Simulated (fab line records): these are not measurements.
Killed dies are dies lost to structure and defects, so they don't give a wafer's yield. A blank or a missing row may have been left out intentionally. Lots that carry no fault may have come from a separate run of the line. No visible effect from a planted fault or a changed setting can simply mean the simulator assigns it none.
Which of the tools did it? + flow sky130 + Sampling: 11 lots, 33 wafers, 2 of 708 route steps

## WHAT THE GAUGES SHOWED, per wafer
SKY_METAL4_CD_MEAS_13: the cd target is 300 nm. Usual: cd_nm at 300.1 nm, with a standard deviation of 1.5.
| lot  | measured     | on        | cd_nm (nm)        | flag |
|------|--------------|-----------|-------------------|------|
| L260 | day 41 20:16 | cd_sem-01 | 299.3 297.4 298.1 |      |
| L262 | day 42 11:36 | cd_sem-01 | 300.3 299.8 299.2 |      |
| L266 | day 43 22:44 | cd_sem-01 | 299.7 297.7 300.0 |      |
| L270 | day 45 03:43 | cd_sem-02 | 297.9 298.1 297.2 |      |
| L272 | day 45 09:32 | cd_sem-01 | 300.1 302.1 302.0 |      |
| L275 | day 46 07:14 | cd_sem-01 | 301.3 300.8 300.2 |      |
| L276 | day 46 14:23 | cd_sem-01 | 297.1 299.5 298.3 |      |
| L277 | day 46 17:55 | cd_sem-02 | 300.5 300.5 299.7 |      |
| L279 | day 47 01:05 | cd_sem-02 | 300.0 299.4 300.9 |      |
| L281 | day 47 11:50 | cd_sem-01 | 302.7 302.5 302.5 |      |
| L282 | day 47 23:59 | cd_sem-02 | 302.3 302.4 301.3 |      |

## EACH LOT AND THE TOOL THAT RAN IT (in order: tool; ch and the chambers of the sampled wafers; start)
| lot  | SKY_METAL4_SPUTTER_03        |
|------|------------------------------|
| L260 | pvd_sputter-03, day 39 20:08 |
| L262 | pvd_sputter-04, day 40 11:37 |
| L266 | pvd_sputter-02, day 42 00:59 |
| L270 | pvd_sputter-04, day 43 06:23 |
| L272 | pvd_sputter-02, day 43 12:26 |
| L275 | pvd_sputter-04, day 44 11:38 |
| L276 | pvd_sputter-04, day 44 20:10 |
| L277 | pvd_sputter-04, day 45 01:41 |
| L279 | pvd_sputter-02, day 45 07:20 |
| L281 | pvd_sputter-04, day 45 19:08 |
| L282 | pvd_sputter-04, day 46 08:59 |
- SKY_METAL4_SPUTTER_03: material Ti, target thk 5 nm, time 3.3 s.

## AS READ BY THE TOOLS THEMSELVES (means over the sampled wafers that have a number; for cases with no such wafer, the mark the record gives instead)
SKY_METAL4_SPUTTER_03. Usual: throttle_valve_pct at 29.7 %, with a standard deviation of 1.2.
| lot  | tool           | throttle_valve_pct (%) | flag |
|------|----------------|------------------------|------|
| L260 | pvd_sputter-03 | 28.7                   |      |
| L262 | pvd_sputter-04 | 29.6                   |      |
| L266 | pvd_sputter-02 | 30.6                   |      |
| L270 | pvd_sputter-04 | 29.5                   |      |
| L272 | pvd_sputter-02 | 30.0                   |      |
| L275 | pvd_sputter-04 | 28.6                   |      |
| L276 | pvd_sputter-04 | 29.6                   |      |
| L277 | pvd_sputter-04 | 30.2                   |      |
| L279 | pvd_sputter-02 | 30.0                   |      |
| L281 | pvd_sputter-04 | 30.1                   |      |
| L282 | pvd_sputter-04 | 30.2                   |      |

## THE ANSWER, worked out from the rows above alone
Rule: take the mean of a lot's wafers that have a number; if it is more than 3 standard deviations from the usual mean, the lot is off. Also off: a lot with no number at a reading for which 4 or more lots have one. Where the step has rows for the other lots, those lots are counted as sound. Order of review: gauges by route order, followed by the tools' own readings, for which a lot's mean as printed above is used. The first step at which some lot is off is used, and at that step the reading that is off furthest; a lot without a number counts as furthest.
Across all readings shown, no lot is off: no conclusion can be drawn from this.

## WHAT THE SIMULATOR PUT IN
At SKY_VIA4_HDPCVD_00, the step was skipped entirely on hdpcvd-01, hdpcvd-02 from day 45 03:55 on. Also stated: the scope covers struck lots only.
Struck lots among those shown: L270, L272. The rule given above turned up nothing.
